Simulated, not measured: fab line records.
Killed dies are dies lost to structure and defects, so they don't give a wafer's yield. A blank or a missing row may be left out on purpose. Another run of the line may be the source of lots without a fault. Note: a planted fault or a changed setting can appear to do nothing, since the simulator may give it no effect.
A lot that was struck, set against a sound lot + flow sky130 + 20 steps out of a route of 708
Sound: these wafers, L174.3, L174.4, L174.6. The struck wafers were L184.1, L184.3, L184.6. Last of all comes the cause.
Per side, at each step with rows, come the tool, then ch with its chambers, and then its first start. Under that, the readings that differ: sound wafers + struck wafers + difference of the means + sigmas: that difference in standard deviations of wafers without a fault.
alike: readings whose means differ by less than 2 such deviations, and words and numbers that are the same on both sides. not compared: withheld readings, readings that some wafer has no value for, bounds like >300 that may hide the same value, and numbers for which the record gives no deviation and whose values overlap.
A row with sigmas, a row that says differs or no value, or rows on one side alone: a step with any of these is where the two part. Numbers that don't overlap but have no deviation are shown without sigmas and don't part them. A reading missing from all wafers of one side parts the sides only when that side holds two or more wafers.

first, 4 steps without rows for these wafers: SKY_LDD_HVN_SOFTBAKE_03 (time 60 s); SKY_LDD_HVN_EXPOSE_04 (exposes mask HVNTM, target cd 700 nm); SKY_LDD_HVN_PEB_05; SKY_LDD_HVN_DEVELOP_06 (develop time 60 s).
SKY_LDD_HVN_OVL_MEAS_07:
  sound: overlay-02 at day 23 01:53; struck: overlay-01 at day 27 01:20
  alike: LDD_HVN_OVL
after that, 1 step had no rows for these wafers: SKY_LDD_HVN_IMPLANT_08.
SKY_LDD_HVN_STRIP_09: strips in O2/N2.
  sound on plasma asher-02 ch 0,1, day 23 02:06; struck on plasma asher-03 ch 0,1, day 27 01:31
  alike: drypump motor current A, oes product au, strip time to endpoint s
  not compared: rf hours counter h
SKY_LDD_HVN_TW_MEAS_10:
  sound: film metro-04 at day 23 02:11; struck: film metro-02 at day 27 01:37
  alike: LDD_HVN_TW
then, 4 steps without rows for these wafers: SKY_LDD_HVP_DEHYDRATE_00 (time 60 s); SKY_LDD_HVP_HMDS_01 (prime time 60 s); SKY_LDD_HVP_COAT_02 (resist thk 300 nm); SKY_LDD_HVP_SOFTBAKE_03 (time 60 s).
SKY_LDD_HVP_EXPOSE_04: exposes mask HVPTM, target cd 700 nm.
  sound on iline stepper-01 ch 0, day 23 17:48; struck on iline stepper-02 ch 0, day 27 16:35
| reading | sound                   | struck                  | difference | sigmas |
|---------|-------------------------|-------------------------|------------|--------|
| mask    | HVPTM#0 HVPTM#0 HVPTM#0 | LDNTM#0 LDNTM#0 LDNTM#0 | differs    |        |
then, 2 steps without rows for these wafers: SKY_LDD_HVP_PEB_05; SKY_LDD_HVP_DEVELOP_06 (develop time 60 s).
SKY_LDD_HVP_OVL_MEAS_07:
  sound: overlay-02 at day 24 07:45; struck: overlay-01 at day 28 06:00
| reading          | sound          | struck | difference                    | sigmas |
|------------------|----------------|--------|-------------------------------|--------|
| LDD_HVP_OVL (nm) | -1.1 -1.8 -1.3 | - - -  | no value on the struck wafers |        |
after that, 1 step had no rows for these wafers: SKY_LDD_HVP_IMPLANT_08.
SKY_LDD_HVP_STRIP_09: strips in O2/N2.
  sound on plasma asher-03 ch 0,1, day 24 07:58; struck on plasma asher-02 ch 0,1, day 28 06:11
  alike: drypump motor current A, oes product au, strip time to endpoint s
  not compared: rf hours counter h
SKY_LDD_HVP_TW_MEAS_10:
  sound: film metro-02 at day 24 08:03; struck: film metro-02 at day 28 06:31
| reading    | sound       | struck   | difference | sigmas |
|------------|-------------|----------|------------|--------|
| LDD_HVP_TW | 448 449 449 | 30 30 30 | -419       | -97    |
  not compared: hold
SKY_PAD_OPEN_PROBE_99:
  the record has rows for the sound wafers here (prober-02, day 47 13:13) and none for the struck ones

WHERE THEY PART
Earliest at SKY_LDD_HVP_EXPOSE_04; latest, in this record, at SKY_PAD_OPEN_PROBE_99.

WHY: what the simulator had put in
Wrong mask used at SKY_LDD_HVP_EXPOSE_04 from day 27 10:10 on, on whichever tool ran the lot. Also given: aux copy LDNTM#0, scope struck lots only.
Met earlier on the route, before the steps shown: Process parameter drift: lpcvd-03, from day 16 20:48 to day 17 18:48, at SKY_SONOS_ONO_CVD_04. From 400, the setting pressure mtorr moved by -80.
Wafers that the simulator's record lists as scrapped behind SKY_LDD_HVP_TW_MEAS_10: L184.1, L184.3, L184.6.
